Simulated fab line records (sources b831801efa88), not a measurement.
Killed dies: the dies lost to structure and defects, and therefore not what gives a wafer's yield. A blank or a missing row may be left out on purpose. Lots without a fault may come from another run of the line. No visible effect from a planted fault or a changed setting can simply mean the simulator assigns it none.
2 desks, one fault :: flow gf180mcu :: only its own numbers are on each desk; what lay behind them is given at the end

## DESK OF THE TOOL OWNER: implanter-04
GF_HV_LDD_IMPLANT_36, tool's own readings: per-lot mean of the sampled wafers with a number, covering each lot this tool ran. If a lot's mean is further than 4 standard deviations from the usual mean, the lot is out of limits and carries the mark OUT (the distance appears in the brackets).
Columns: A = dose-ions-cm2 at GF_HV_LDD_IMPLANT_36, usual 7.501e+12
lot: L425
first seen here: day 12 12:14
A: 7.490e+12

lot: L433
first seen here: day 15 03:55
A: 7.879e+12 (+42) OUT

lot: L435
first seen here: day 15 19:16
A: 7.885e+12 (+43) OUT
This desk's verdict: out of limits on L433, L435, starting with L433 at day 15 03:55 (dose-ions-cm2 at GF_HV_LDD_IMPLANT_36). L425 stayed within limits.

## FROM THE METROLOGY DESK
Means of the sampled wafers that have a number, per lot and without regard to the tool the lot ran on: this is what the gauges read. If a lot's mean is further than 4 standard deviations from the usual mean, the lot is out of limits and carries the mark OUT (the distance appears in the brackets).
Columns: A = cd-nm at GF_HV_LDD_CD_MEAS_31, usual 395.2 nm; B = HV_LDD_02_OVL at GF_HV_LDD_OVL_MEAS_32, usual -0.8 nm
lot: L425
first seen here: day 12 11:37
A: 398.6
B: 0.5

lot: L427
first seen here: day 13 01:36
A: 393.4
B: -0.9

lot: L431
first seen here: day 14 18:21
A: 391.4
B: -1.0

lot: L433
first seen here: day 15 03:18
A: 394.0
B: 0.6

lot: L435
first seen here: day 15 18:39
A: 394.4
B: 0.3

lot: L438
first seen here: day 17 00:45
A: 394.3
B: -1.4
This desk's finding: nothing out of limits on any of the 6 lots.

## PUT TOGETHER
On L433, L435, at day 15 03:55, an alarm was possible from the tool owner's desk.
At the metrology desk, nothing out of limits was observed.
The metrology desk holds a record of L433, L435, inside its limits.
The lots listed all ran GF_HV_LDD_IMPLANT_36 on implanter-04.

## WHAT THE SIMULATOR PUT IN
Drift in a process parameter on implanter-04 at GF_HV_LDD_IMPLANT_36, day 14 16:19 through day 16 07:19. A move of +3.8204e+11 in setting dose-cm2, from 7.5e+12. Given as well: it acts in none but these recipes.
Lots struck among those shown: L433, L435.
Delay in hours, fault start to first out-of-limits reading, by desk: the tool owner's desk at 12.
